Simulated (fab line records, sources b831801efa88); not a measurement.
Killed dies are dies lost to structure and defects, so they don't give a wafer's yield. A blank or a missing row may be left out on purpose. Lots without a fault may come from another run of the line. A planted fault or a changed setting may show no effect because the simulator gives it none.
Problem report in the 8D (eight disciplines) form, filled by code | flow sky130 | the parts of the form that need people (team, actions taken, sign-off) are left out

1. THE PROBLEM
METAL2_ALCU_RS at SKY_METAL2_RS_MEAS_05 reads a mean of 0.1345 ohm/sq on 4 wafers of 3 lots; wafers without a fault read 0.1271 ohm/sq with a standard deviation of 0.0014. That is +5.3 standard deviations from the usual mean.
The step: measures by four-point-probe.
First seen on wafer L117.2, day 40 13:14, on film_metro-03. The record holds 40 wafers of 14 lots with a number at this step. Rule for "out", or "out of limits": more than 4 standard deviations from the usual mean. The other wafers with a number count as sound.

2. WHAT IT IS AND WHAT IT IS NOT
question                    | is                             | is not
which readings at this step | METAL2_ALCU_RS                 | -
which lots                  | L117, L118, L119               | L101, L102, L104, L107, L108, L109, L110, L996, L997, L998, L999
which wafers of those lots  | L117.2, L117.6, L118.2, L119.2 | L118.3, L118.4, L119.3
read on which gauges        | film_metro-01, film_metro-03   | film_metro-04
when                        | from day 40 13:14              | up to then (33 sound wafers); but 3 sound wafers of L118, L119 came after

3. SUSPECTS, AND WHAT RULES EACH OUT
Counting: a tool at a process step up to the reading stays a suspect if it ran every lot that is out. Sound lots after the first of them don't rule it out here, since some wafers of a struck lot are sound.
- the gauge at SKY_METAL2_RS_MEAS_05: ruled out. The wafers that are out were read on 2 gauges (film_metro-01, film_metro-03).
- pvd_sputter-03 at SKY_METAL2_SPUTTER_02 (material AlCu, target thk 250 nm, time 13.3 s): kept. It ran every lot that is out, first L117 (day 40 13:07); its last sound lot up to then is L108 (day 37 20:33).
Left after counting: pvd_sputter-03 at SKY_METAL2_SPUTTER_02.

4. THE CAUSE (what the simulator had put in)
Process parameter drift: pvd_sputter-03, from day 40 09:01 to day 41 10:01, at SKY_METAL2_SPUTTER_02. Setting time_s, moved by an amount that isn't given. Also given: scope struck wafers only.
Counting left only this tool.

5. THE CHAIN OF EFFECTS, in route order
Each row: a reading whose mean over the struck wafers that have a number lies more than 3 standard deviations from the usual. Only readings for which the record gives a usual standard deviation are gone through. hours: the time from each lot's start at the first step in this table that gives one to its start at this step, as a median over the lots. sigmas: the change in usual standard deviations.
hours | step                   | reading         | usual         | on struck wafers | change  | sigmas
0     | SKY_METAL2_RS_MEAS_05  | METAL2_ALCU_RS  | 0.1271 ohm/sq | 0.1345           | +0.0074 | +5.3
2     | SKY_METAL2_THK_MEAS_06 | METAL2_ALCU_THK | 249.5 nm      | 236.7            | -12.8   | -4.4

6. WHAT WOULD HAVE CAUGHT IT SOONER
In this record the first reading out of limits at a measuring or inspecting step was taken at day 40 13:14, 4 hours after the fault began at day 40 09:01.
Of the tool readings at SKY_METAL2_SPUTTER_02 for which the record gives a usual standard deviation, none was out on any struck wafer, so an alarm limit of 4 standard deviations on them would not have fired.
Of the lots that are out (3), L118, L119 began SKY_METAL2_SPUTTER_02 on pvd_sputter-03 after day 40 13:14. A hold on the tool at that time would have spared those 2.
